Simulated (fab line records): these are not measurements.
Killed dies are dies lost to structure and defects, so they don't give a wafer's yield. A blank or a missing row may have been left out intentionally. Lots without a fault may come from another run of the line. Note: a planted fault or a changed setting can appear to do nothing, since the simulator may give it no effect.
2 desks, one fault    flow sfq line    every desk sees just its own numbers, and what lay behind them comes last

## AT THE METROLOGY DESK
What the gauges read for every lot (on any tool): the sampled wafers with a number, averaged. Marked OUT: a lot whose mean sits more than 4 standard deviations from the usual mean, which makes it out of limits; the brackets give that distance.
Columns: A = I2_BOW at SFQ_I2_BOW_MEAS_917, usual 3 um
lot   first seen here  A
L649  day 36 00:56     -3
L651  day 38 08:32     1
L653  day 38 18:58     12
L654  day 38 21:56     -3
L657  day 39 14:33     5
L659  day 40 02:47     4
L660  day 40 08:50     0
L663  day 40 14:46     11
L664  day 40 17:47     -12
L667  day 41 14:58     -1
L668  day 42 09:07     2
L669  day 42 13:54     16
L670  day 42 19:57     6
L672  day 43 10:18     3
Finding of this desk: none of the 14 lots has anything out of limits.

## TOOL OWNER'S DESK, rie metal-01
The tool's own readings at SFQ_TRILAYER_M4_BARC_OPEN_METAL_ETCH_123 (etches BARC in O2, target depth 125 nm, time 41.7 s): means of the sampled wafers that have a number, for each lot that ran on this tool. Marked OUT: a lot whose mean sits more than 4 standard deviations from the usual mean, which makes it out of limits; the brackets give that distance.
Columns: A = chamber pressure mTorr at SFQ_TRILAYER_M4_BARC_OPEN_METAL_ETCH_123, usual 10.000 mTorr; B = drypump motor current A at SFQ_TRILAYER_M4_BARC_OPEN_METAL_ETCH_123, usual 5.7 A; C = oes product au at SFQ_TRILAYER_M4_BARC_OPEN_METAL_ETCH_123, usual 0.685 a.u.; D = run length s at SFQ_TRILAYER_M4_BARC_OPEN_METAL_ETCH_123, usual 70.3 s
lot   first seen here  A       B    C                D
L654  day 53 20:38     9.991   6.0  0.684            73.0
L657  day 55 07:34     10.008  6.0  0.681            69.9
L659  day 55 12:22     9.987   6.0  0.732 (+10) OUT  66.3
L660  day 55 18:23     9.997   6.0  0.736 (+11) OUT  69.3
L667  day 60 11:07     10.005  6.1  0.685            70.0
L668  day 60 19:31     9.995   6.1  0.682            70.3
L670  day 61 14:43     9.996   6.0  0.683            69.8
This desk's finding: out of limits on L659, L660; first on L659, day 55 12:22 (oes product au at SFQ_TRILAYER_M4_BARC_OPEN_METAL_ETCH_123). L654, L657, L667, L668, L670: within limits.

## ALL TOGETHER
The tool owner's desk had the chance to raise an alarm at day 55 12:22 on L659, L660.
At the metrology desk, nothing out of limits was observed.
The metrology desk has L659, L660 on record, within its limits.
All the named lots went through SFQ_TRILAYER_M4_BARC_OPEN_METAL_ETCH_123 on rie metal-01.

## WHAT THE SIMULATOR HAD INSERTED
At SFQ_TRILAYER_M4_BARC_OPEN_METAL_ETCH_123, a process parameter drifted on rie metal-01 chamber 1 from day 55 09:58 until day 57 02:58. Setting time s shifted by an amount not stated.
Shown lots that were struck: L659, L660.
Delay in hours, fault start to first out-of-limits reading, by desk: the tool owner's desk at 2.
